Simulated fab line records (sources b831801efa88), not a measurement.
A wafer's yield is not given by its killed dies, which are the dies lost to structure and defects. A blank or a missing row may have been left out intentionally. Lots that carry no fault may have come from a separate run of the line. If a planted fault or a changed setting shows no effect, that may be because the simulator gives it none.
fab line records | flow gf180mcu
[record] lots = 6 wafers = 18 last-day = 34
route steps=602 shown MVSD@68 MVPSD@78 PASSIVATION@602
lots untouched by any fault: they come from a run of this same line in which no faults occurred
start-h: hours from the record's first day to the start of the lot's first wafer shown | wait-h: hours elapsed since this lot's preceding step | " unchanged from the row above | L1.1+2: a row that stands for several wafers | - value missing, or start not given | * or withheld: withheld | < > ~ a bound
route shown NAME@n: a module of which the file shows steps, and the number in the route of the first | usual: mean and standard deviation over wafers with no fault | same: alike in all rows | chamber/n: place in a boat | sites: per-site readings | _std_site: how widely they spread, as a standard deviation | _edge_site: mean of outer sites minus mean of inner sites | radius-mm: for every site, how far away it sits from the centre of the wafer | mask NAME#n: copy n | behind: tool/chamber where the wafer was last shaped | hold: reason for holding the lot/hours on hold/outcome of the hold | device: the n, p or np transistor that did not switch | end of line: the same wafers' tests at the end of the route | a step given without rows: its recipe and nothing more | killed: dies that structure and defects cost at the first sort, which is not the same as the wafer's yield | map: a wafer's dies, x killed, . not, _ none there
set.NAME: the setting the step ran with; set.NAME@STEP: the setting that earlier step ran with | model.NAME: the simulator's own value behind a step, which no gauge read
lots seen at some steps along the route; tables by step, rows by wafer
services: from which hour (start-h, from the record's first day; less than 0 if before it) a tool's chamber was out of use, for how many hours, and why
[[steps]]
[step GF_MVSD_COAT_02]
[recipe] spin-rpm = 2000 resist-thk-nm = 3000
[step GF_MVSD_SOFTBAKE_03]
[recipe] temp-c = 110 time-s = withheld
[step GF_MVSD_EXPOSE_04]
[recipe] mask-id = MVSD target-cd-nm = 1000 na = 0.6 source-shape = conventional sigma-outer = 0.6 dose-mj = 260
[step GF_MVSD_PEB_05]
[recipe] temp-c = 115 time-s = withheld
[step GF_MVSD_DEVELOP_06]
[recipe] wall-angle-deg = 90 develop-time-s = 60 dev-temp-c = 23
[step GF_MVSD_OVL_MEAS_07]
[usual] MVSD_OVL = 0.1/1.1
// columns lot.wafer tool chamber start-h wait-h MVSD_OVL[nm]
L475.1 overlay-02 - 117.55 - 1.5
L475.2 " - " " 0.3
L475.5 " - " " 1.8
L478.1 overlay-01 - 136.31 - -0.9
L478.2 " - " " -2.1
L478.6 " - " " 0.3
L481.2 overlay-02 - 155.09 - -0.4
L481.3 " - " " 0.1
L481.5 " - " " -1.6
L489.1 overlay-02 - 201.03 - 0.1
L489.2 " - " " 0.7
L489.3 " - " " 1.3
L490.2 overlay-01 - 204.61 - -1.3
L490.5 " - " " -1.0
L490.6 " - " " -0.2
L492.1 overlay-01 - 215.23 - 1.9
L492.2 " - " " 0.1
L492.6 " - " " 1.5
[step GF_MVSD_IMPLANT_08]
[recipe] species = P energy-kev = 400 dose-cm2 = 1.6e+13 tilt-deg = 0
[step GF_MVSD_IMPLANT_09]
[recipe] species = P energy-kev = 100 dose-cm2 = 5e+12 tilt-deg = 0
[step GF_MVSD_STRIP_10]
[recipe] chemistry = O2/N2 power-w = 1400 pressure-mtorr = 1500 platen-temp-c = 250 o2-flow-sccm = 3000 n2-flow-sccm = 300 overash-fraction = 0.5
[usual] drypump-motor-current-A = 5.62/0.28 heater-power-w = 375/35 oes-product-au = 0.722/0.0048 strip-time-to-endpoint-s = 36.99/0.093
// columns lot.wafer tool chamber start-h wait-h drypump-motor-current-A heater-power-w oes-product-au rf-hours-counter-h strip-time-to-endpoint-s
L475.1 plasma-asher-01 1 117.88 0.1 5.72 387 0.732 46 36.99
L475.2 " 0 " " 5.32 309 0.719 46 36.89
L475.5 " 0 " " 5.32 316 0.724 - 36.92
L478.1 plasma-asher-01 1 136.64 0.1 5.75 374 0.720 47 36.91
L478.2 " 0 " " 5.29 316 0.728 47 36.85
L478.6 " 1 " " 5.76 392 0.719 - 36.93
L481.2 plasma-asher-04 0 155.42 0.1 5.68 388 0.720 35 36.99
L481.3 " 1 " " 5.57 420 0.728 - 36.87
L481.5 " 1 " " 5.57 416 0.716 - 36.95
L489.1 plasma-asher-01 0 201.37 0.1 5.30 308 0.724 53 37.10
L489.2 " 1 " " 5.74 379 0.725 53 37.01
L489.3 " 0 " " 5.30 304 0.726 - 37.06
L490.2 plasma-asher-01 1 204.94 0.1 5.75 371 0.719 53 37.08
L490.5 " 0 " " 5.31 316 0.718 - 37.04
L490.6 " 1 " " 5.74 382 0.720 - 37.11
L492.1 plasma-asher-01 1 215.57 0.1 5.76 373 0.730 55 37.11
L492.2 " 0 " " 5.30 315 0.724 55 37.07
L492.6 " 1 " " 5.76 384 0.723 - 37.22
[step GF_MVSD_TW_MEAS_11]
[usual] MVSD_TW = 1572/12
// columns lot.wafer tool chamber start-h wait-h MVSD_TW
L475.1 film-metro-04 - 117.98 0.1 1547
L475.2 " - " " 1562
L475.5 " - " " 1560
L478.1 film-metro-01 - 136.74 0.1 1576
L478.2 " - " " 1573
L478.6 " - " " 1574
L481.2 film-metro-01 - 155.53 0.1 1577
L481.3 " - " " 1589
L481.5 " - " " 1584
L489.1 film-metro-04 - 201.47 0.1 1587
L489.2 " - " " 1584
L489.3 " - " " 1590
L490.2 film-metro-04 - 205.13 0.2 1589
L490.5 " - " " 1588
L490.6 " - " " 1584
L492.1 film-metro-04 - 215.67 0.1 1588
L492.2 " - " " 1588
L492.6 " - " " 1578
[step GF_MVPSD_DEHYDRATE_00]
[recipe] temp-c = 200 time-s = 60
[step GF_MVPSD_HMDS_01]
[recipe] prime-time-s = 60 prime-temp-c = 120
[step GF_MVPSD_COAT_02]
[recipe] spin-rpm = 2000 resist-thk-nm = 3000
[usual] resist-line-temp-C = 22.98/0.11
// columns lot.wafer tool chamber start-h wait-h resist-line-temp-C model.coat_of_MVPSD_COAT_02.thk-nm
L475.1 litho-track-03 0 125.55 0.1 23.15 1446
L475.2 " 0 " " 23.30 1444
L475.5 " 0 " " 23.10 1446
L478.1 litho-track-03 0 144.25 0.1 22.86 1443
L478.2 " 0 " " 22.90 1445
L478.6 " 0 " " 22.83 1445
L481.2 litho-track-04 0 163.18 0.1 22.95 3003
L481.3 " 0 " " 23.01 3002
L481.5 " 0 " " 23.04 3007
L489.1 litho-track-02 0 209.53 0.1 23.07 3012
L489.2 " 0 " " 22.92 2998
L489.3 " 0 " " 23.13 3010
L490.2 litho-track-02 0 213.96 0.1 22.74 3010
L490.5 " 0 " " 22.86 3008
L490.6 " 0 " " 22.96 3012
L492.1 litho-track-03 0 224.04 0.1 22.96 3012
L492.2 " 0 " " 23.01 3007
L492.6 " 0 " " 23.04 2994
[step GF_MVPSD_SOFTBAKE_03]
[recipe] temp-c = 110 time-s = withheld
[step GF_MVPSD_EXPOSE_04]
[recipe] mask-id = MVPSD target-cd-nm = 1000 na = 0.6 source-shape = conventional sigma-outer = 0.6 dose-mj = 260
[step GF_MVPSD_PEB_05]
[recipe] temp-c = 115 time-s = withheld
[step GF_MVPSD_DEVELOP_06]
[recipe] wall-angle-deg = 90 develop-time-s = 60 dev-temp-c = 23
[usual] resist-line-temp-C = 23.03/0.1
// columns lot.wafer tool chamber start-h wait-h resist-line-temp-C model.coat_of_MVPSD_COAT_02.thk-nm
L475.1 litho-track-03 0 - - 22.98 1445
L475.2 " 0 " " 23.11 1443
L475.5 " 0 " " 23.00 1445
L478.1 litho-track-02 0 - - 23.01 1442
L478.2 " 0 " " 23.15 1443
L478.6 " 0 " " 23.00 1444
L481.2 litho-track-03 0 - - 22.99 3002
L481.3 " 0 " " 23.09 3001
L481.5 " 0 " " 23.00 3006
L489.1 litho-track-04 0 - - 22.90 3011
L489.2 " 0 " " 23.05 2997
L489.3 " 0 " " 23.18 3008
L490.2 litho-track-02 0 - - 22.93 3009
L490.5 " 0 " " 23.02 3007
L490.6 " 0 " " 22.99 3010
L492.1 litho-track-02 0 - - 23.12 3011
L492.2 " 0 " " 22.99 3006
L492.6 " 0 " " 22.97 2993
[step GF_MVPSD_OVL_MEAS_07]
[usual] MVPSD_OVL = 0.9/1.2
// columns lot.wafer tool chamber start-h wait-h MVPSD_OVL[nm]
L475.1 overlay-02 - 132.95 - 1.1
L475.2 " - " " 1.2
L475.5 " - " " 1.1
L478.1 overlay-02 - 151.94 - 0.6
L478.2 " - " " 0.3
L478.6 " - " " 0.0
L481.2 overlay-02 - 171.60 - 0.3
L481.3 " - " " -0.7
L481.5 " - " " 0.6
L489.1 overlay-02 - 219.05 - -0.6
L489.2 " - " " -0.7
L489.3 " - " " 1.3
L490.2 overlay-02 - 222.89 - 2.2
L490.5 " - " " 1.0
L490.6 " - " " 1.1
L492.1 overlay-01 - 234.03 - 1.5
L492.2 " - " " 0.0
L492.6 " - " " 1.5
[step GF_MVPSD_IMPLANT_08]
[recipe] species = B energy-kev = 170 dose-cm2 = 1.5e+13 tilt-deg = 0
[step GF_MVPSD_IMPLANT_09]
[recipe] species = B energy-kev = 40 dose-cm2 = 5e+12 tilt-deg = 0
[step GF_MVPSD_STRIP_10]
[recipe] chemistry = O2/N2 power-w = 1400 pressure-mtorr = 1500 platen-temp-c = 250 o2-flow-sccm = 3000 n2-flow-sccm = 300 overash-fraction = 0.5
[usual] drypump-motor-current-A = 5.7/0.47 heater-power-w = 350/30 oes-product-au = 0.722/0.0046 strip-time-to-endpoint-s = 36.99/0.09
// columns lot.wafer tool chamber start-h wait-h drypump-motor-current-A heater-power-w oes-product-au rf-hours-counter-h strip-time-to-endpoint-s
L475.1 plasma-asher-01 1 133.28 0.1 5.7 383 0.708 47 18.84
L475.2 " 0 " " 5.3 305 0.712 47 18.82
L475.5 " 1 " " 5.7 388 0.712 - 18.83
L478.1 plasma-asher-01 0 152.27 0.1 5.3 310 0.718 49 18.79
L478.2 " 1 " " 5.8 381 0.712 49 18.81
L478.6 " 0 " " 5.3 308 0.722 - 18.84
L481.2 plasma-asher-02 0 171.93 0.1 6.8 336 0.724 6 36.97
L481.3 " 1 " " 5.6 337 0.724 - 36.97
L481.5 " 0 " " 6.8 346 0.721 - 37.02
L489.1 plasma-asher-02 0 219.39 0.1 6.9 328 0.720 12 37.08
L489.2 " 1 " " 5.7 327 0.721 12 36.93
L489.3 " 0 " " 6.9 340 0.717 - 37.07
L490.2 plasma-asher-01 1 223.22 0.1 5.8 384 0.722 56 37.07
L490.5 " 1 " " 5.8 378 0.732 - 37.05
L490.6 " 0 " " 5.3 304 0.722 - 37.09
L492.1 plasma-asher-01 0 234.37 0.1 5.3 313 0.731 57 37.10
L492.2 " 1 " " 5.7 393 0.726 57 37.03
L492.6 " 1 " " 5.8 380 0.730 - 36.88
[step GF_MVPSD_TW_MEAS_11]
[usual] MVPSD_TW = 551/3.7
// columns lot.wafer tool chamber start-h wait-h MVPSD_TW
L475.1 film-metro-04 - 133.38 0.1 550
L475.2 " - " " 551
L475.5 " - " " 551
L478.1 film-metro-01 - 152.37 0.1 555
L478.2 " - " " 558
L478.6 " - " " 555
L481.2 film-metro-03 - 172.04 0.1 549
L481.3 " - " " 549
L481.5 " - " " 550
L489.1 film-metro-04 - 219.49 0.1 555
L489.2 " - " " 554
L489.3 " - " " 557
L490.2 film-metro-01 - 223.33 0.1 550
L490.5 " - " " 547
L490.6 " - " " 549
L492.1 film-metro-01 - 234.47 0.1 551
L492.2 " - " " 550
L492.6 " - " " 550
[step GF_PASSIVATION_PROBE_99]
// columns lot.wafer tool chamber start-h wait-h hold model.etest.ldpmos_10p0.r-on-ohm-um model.etest.ldpmos_10p0.drive-ua-um
L475.1 prober-01 - 724.95 0.1 await-dispo/2.4h/release 1.052e+04 277.1
L475.2 prober-01 - 725.00 0.1 await-dispo/2.4h/release 1.053e+04 275.8
L475.5 prober-01 - 725.15 0.2 await-dispo/2.4h/release 1.069e+04 277.9
L478.1 prober-02 - 740.85 0.1 await-dispo/5.0h/release 1.061e+04 274.9
L478.2 prober-02 - 740.90 0.1 await-dispo/5.0h/release 1.057e+04 274.4
L478.6 prober-02 - 741.10 0.2 await-dispo/5.0h/release 1.07e+04 271.9
L481.2 prober-01 - 761.86 0.1 - 1.132e+04 255.8
L481.3 prober-01 - 761.91 0.2 - 1.128e+04 258.2
L481.5 prober-01 - 762.01 0.2 - 1.147e+04 252.3
L489.1 prober-01 - 804.91 0.1 - 1.131e+04 254.4
L489.2 prober-01 - 804.96 0.1 - 1.118e+04 256.6
L489.3 prober-01 - 805.01 0.2 - 1.124e+04 255.1
L490.2 prober-02 - 808.31 0.1 - 1.112e+04 259.1
L490.5 prober-02 - 808.46 0.2 - 1.095e+04 264.8
L490.6 prober-02 - 808.51 0.2 - 1.113e+04 258.3
L492.1 prober-02 - 818.84 0.1 - 1.144e+04 253
L492.2 prober-02 - 818.89 0.1 - 1.136e+04 251.6
L492.6 prober-02 - 819.09 0.2 - 1.14e+04 251.5
// killed by level:class
L481.2 V3:geometric-particle:open=7 V1:geometric-particle:open=6 V2:geometric-particle:short=6 V4:geometric-particle:open=5 CONTACT:geometric-particle:open=4 V4:geometric-particle:short=4 M1:geometric-particle:short=4 V5:geometric-particle:open=4
L481.3 V5:geometric-particle:short=4 V3:geometric-particle:open=4 CONTACT:geometric-particle:open=3 V4:geometric-particle:open=3 M5:geometric-particle:short=3 V5:geometric-particle:open=3 CONTACT:geometric-particle:short=2 M1:geometric-particle:short=2
L481.5 V2:geometric-particle:open=8 V5:geometric-particle:open=8 V3:geometric-particle:open=4 V3:geometric-particle:short=4 V1:geometric-particle:open=3 V2:geometric-particle:short=3 STI:geometric-particle:open=2 STI:geometric-particle:short=2
L489.1 CONTACT:geometric-particle:open=4 V5:geometric-particle:open=4 M2:geometric-particle:open=3 M3:geometric-particle:short=3 STI:geometric-particle:open=2 STI:geometric-particle:short=2 CONTACT:geometric-particle:short=2 M1:geometric-particle:short=2
L489.2 CONTACT:geometric-particle:open=5 V4:geometric-particle:open=4 STI:geometric-particle:short=3 CONTACT:geometric-particle:short=3 V1:geometric-particle:open=3 V1:geometric-particle:short=2 V2:geometric-particle:short=2 V3:geometric-particle:open=2
L489.3 V5:geometric-particle:open=7 CONTACT:geometric-particle:open=5 V3:geometric-particle:open=5 V4:geometric-particle:open=5 STI:geometric-particle:short=4 M3:geometric-particle:short=4 STI:geometric-particle:open=3 POLY_GATE:geometric-particle:open=3
L490.2 V1:geometric-particle:open=8 V2:geometric-particle:open=7 V4:geometric-particle:open=6 CONTACT:geometric-particle:open=5 STI:geometric-particle:open=4 V3:geometric-particle:open=4 POLY_GATE:geometric-particle:short=3 M1:geometric-particle:short=3
L490.5 V1:geometric-particle:open=9 CONTACT:geometric-particle:open=6 V2:geometric-particle:open=6 M2:geometric-particle:short=4 STI:geometric-particle:open=2 SALICIDE:geometric-particle:short=2 M1:geometric-particle:open=2 M1:geometric-particle:short=2
L490.6 CONTACT:geometric-particle:open=4 V1:geometric-particle:open=4 V2:geometric-particle:short=4 V2:geometric-particle:open=4 V4:geometric-particle:open=4 V3:geometric-particle:open=3 V4:geometric-particle:short=3 STI:geometric-particle:open=2
L492.1 CONTACT:geometric-particle:open=8 V2:geometric-particle:open=8 STI:geometric-particle:open=5 V1:geometric-particle:open=5 V4:geometric-particle:open=5 V3:geometric-particle:open=4 M1:geometric-particle:short=3 V1:geometric-particle:short=3
L492.2 CONTACT:geometric-particle:open=9 V4:geometric-particle:open=5 V2:geometric-particle:open=4 V3:geometric-particle:open=4 CONTACT:geometric-particle:short=3 V5:geometric-particle:short=3 V5:geometric-particle:open=3 STI:geometric-particle:open=2
L492.6 V4:geometric-particle:open=6 V1:geometric-particle:open=4 CONTACT:geometric-particle:open=3 V2:geometric-particle:short=3 V2:geometric-particle:open=3 V5:geometric-particle:open=3 CONTACT:geometric-particle:short=2 V3:geometric-particle:open=2
// map L492.2 (x killed, . not)
__________....x.x..._________
________.............._______
______...xx............._____
_____...x..........xx....____
____..x...............x..x___
___....................x...__
__.....x.....x.x.xx....x..x._
_............................
_......x...........x.........
_..x..xx......x........x.....
_..x..............x..........
_x......x......x......x.x....
_...............x............
_.x....x.......x....x........
_......x...x.................
__x...............x........._
___....................x...__
____......x..x..x.........___
_____.........x..........____
______.......x.........x_____
________.....x........_______
__________.......xx._________
// map L489.3 (x killed, . not)
__________x.x....x.._________
________x.x........x.._______
______.................._____
_____...........x........____
____............x.........___
___..............x.x.......__
__.......xx................x_
_.x...x...x.xx.x...........x.
_............x...........x..x
_x............x.x............
_..x........xx.......x..x.x..
_................x.x.x.......
_...................xx.....x.
_......xx.........x..........
_x........................xx.
__.....x..x....x.x...x......_
___x...x...................__
____......................___
_____.......x............____
______................x._____
________............x._______
__________.x........_________
[[services]]
// columns tool chamber start-h hours kind
plasma-asher-02 - 108.75 9.0 pm
plasma-asher-02 0 108.75 9.0 vent-cycle
plasma-asher-02 1 108.75 9.0 vent-cycle
plasma-asher-02 0 117.75 - clean
plasma-asher-02 1 117.75 - clean
plasma-asher-01 - 148.65 1.4 repair
plasma-asher-01 - 163.07 14.6 pm
plasma-asher-04 - 205.41 1.7 repair
plasma-asher-02 - 221.07 2.8 pm
[[key]]
[first-sign] step = GF_MVPSD_STRIP_10 reading = strip-time-to-endpoint-s direction = down sigmas = 99+ usual = * struck = *
[effect] step = GF_PASSIVATION_PROBE_99 reading = hold direction = added
[model-effect] step = GF_MVPSD_COAT_02 value = coat_of_MVPSD_COAT_02.thk-nm without = 3001 struck = 1445
[model-effect] step = GF_MVPSD_DEVELOP_06 value = coat_of_MVPSD_COAT_02.thk-nm without = 3000 struck = 1444
[model-effect] step = GF_PASSIVATION_PROBE_99 value = etest.ldpmos_10p0.r-on-ohm-um without = 1.105e+04 struck = 1.06e+04
met-at GF_MVPSD_COAT_02
struck-wafers L475.1,L475.2,L475.5,L478.1,L478.2,L478.6
sort-left-out L475.1,L475.2,L475.5,L478.1,L478.2,L478.6
tester-left-out L475,L478
[fault] kind = process-parameter-drift tool = litho-track-03 chamber = - onset-h = 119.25 steps = GF_MVPSD_COAT_02 channel = resist-thk-nm offset = * shape = step end-h = 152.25 acts-in = * stated = *
// tester-left-out: of these lots the tester's yield and bins aren't shown, on N5 and GAA mostly nor the transistor test; their killed dies are dies lost to structure and defects alone, not to doping, threshold or leakage, so they don't give the yield
// sort-left-out: the simulated sort isn't trusted on such a fault, so these wafers' sort isn't shown, and their yield isn't known
